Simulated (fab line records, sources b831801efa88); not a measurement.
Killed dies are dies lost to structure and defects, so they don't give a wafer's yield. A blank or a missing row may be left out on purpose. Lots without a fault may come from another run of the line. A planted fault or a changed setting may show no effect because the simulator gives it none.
Chamber matching | flow sky130 | SKY_FIELD_ISO_ETCH_17 on rie_si-02: 4 sister chambers
The step etches Si in HBr/Cl2/O2, target depth 342 nm, time 97.7 s. 22 wafers are shown with their chamber, then 11 later ones without.

WAFERS WITH THEIR CHAMBER
wafer  | chamber | drypump_motor_current_A (A) | oes_product_au (a.u.) | throttle_valve_pct (%)
L075.3 | 1       | 6.0                         | 1.001                 | 25.660
L075.5 | 2       | 5.2                         | 0.996                 | 25.655
L075.6 | 1       | 6.0                         | 0.994                 | 25.654
L078.1 | 0       | 6.1                         | 1.024                 | 25.664
L078.4 | 2       | 5.2                         | 0.996                 | 25.659
L078.5 | 1       | 5.9                         | 0.987                 | 25.653
L080.1 | 1       | 5.9                         | 0.982                 | 25.672
L080.3 | 2       | 5.2                         | 0.985                 | 25.679
L080.4 | 3       | 6.0                         | 0.987                 | 25.681
L083.1 | 1       | 6.0                         | 0.990                 | 25.668
L083.2 | 0       | 6.1                         | 1.010                 | 25.635
L083.4 | 3       | 6.0                         | 0.999                 | 25.645
L085.1 | 3       | 6.0                         | 0.994                 | 25.675
L085.4 | 1       | 5.9                         | 0.982                 | 25.671
L085.5 | 0       | 6.1                         | 1.007                 | 25.659
L086.2 | 1       | 6.0                         | 0.975                 | 25.659
L086.4 | 2       | 5.2                         | 0.992                 | 25.682
L086.5 | 0       | 6.2                         | 1.004                 | 25.650
L087.1 | 0       | 6.2                         | 1.006                 | 25.630
L087.3 | 2       | 5.2                         | 0.993                 | 25.659
L087.5 | 1       | 6.0                         | 0.991                 | 25.669
L089.1 | 0       | 6.2                         | 1.008                 | 25.645

SIGNATURES (means of the wafers above)
reading                 | chamber 0 | chamber 1 | chamber 2 | chamber 3 | scatter within a chamber
drypump_motor_current_A | 6.150     | 5.963     | 5.200     | 6.000     | 0.0433
oes_product_au          | 1.00983   | 0.98775   | 0.99240   | 0.99333   | 0.00697
throttle_valve_pct      | 25.64717  | 25.66325  | 25.66680  | 25.66700  | 0.0122
Rule: a wafer's distance from a chamber is the root of the sum, over the readings, of the square of ((its reading less the chamber's mean) divided by the reading's scatter). The wafer belongs to the nearest chamber; if the next one is less than 2 further off, it can't be placed. The scatter: the root of (the sum of the squares of (reading less its chamber's mean) over the shown wafers, divided by (wafers less chambers)).

WAFERS WITHOUT THEIR CHAMBER
wafer  | drypump_motor_current_A (A) | oes_product_au (a.u.) | throttle_valve_pct (%)
L089.4 | 6.0                         | 0.977                 | 25.675
L089.5 | 6.0                         | 0.975                 | 25.666
L092.4 | 5.2                         | 1.005                 | 25.672
L092.5 | 6.0                         | 0.988                 | 25.663
L092.6 | 5.2                         | 0.999                 | 25.665
L094.3 | 6.0                         | 0.993                 | 25.659
L094.4 | 6.2                         | 1.026                 | 25.639
L094.6 | 5.9                         | 0.994                 | 25.658
L095.1 | 6.1                         | 1.017                 | 25.655
L095.3 | 6.0                         | 0.989                 | 25.662
L095.6 | 6.0                         | 0.983                 | 25.666

WHICH CHAMBER EACH WENT THROUGH
wafer  | from the rows above     | in truth
L089.4 | can't be placed: 1 or 3 | 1
L089.5 | can't be placed: 1 or 3 | 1
L092.4 | 2                       | 2
L092.5 | can't be placed: 3 or 1 | 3
L092.6 | 2                       | 2
L094.3 | can't be placed: 3 or 1 | 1
L094.4 | 0                       | 0
L094.6 | can't be placed: 1 or 3 | 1
L095.1 | 0                       | 0
L095.3 | can't be placed: 3 or 1 | 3
L095.6 | can't be placed: 1 or 3 | 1
Placed correctly: 4 of 11. Can't be placed from these rows: 7 (the true chamber is among the candidates in 7). Placed wrongly: 0.
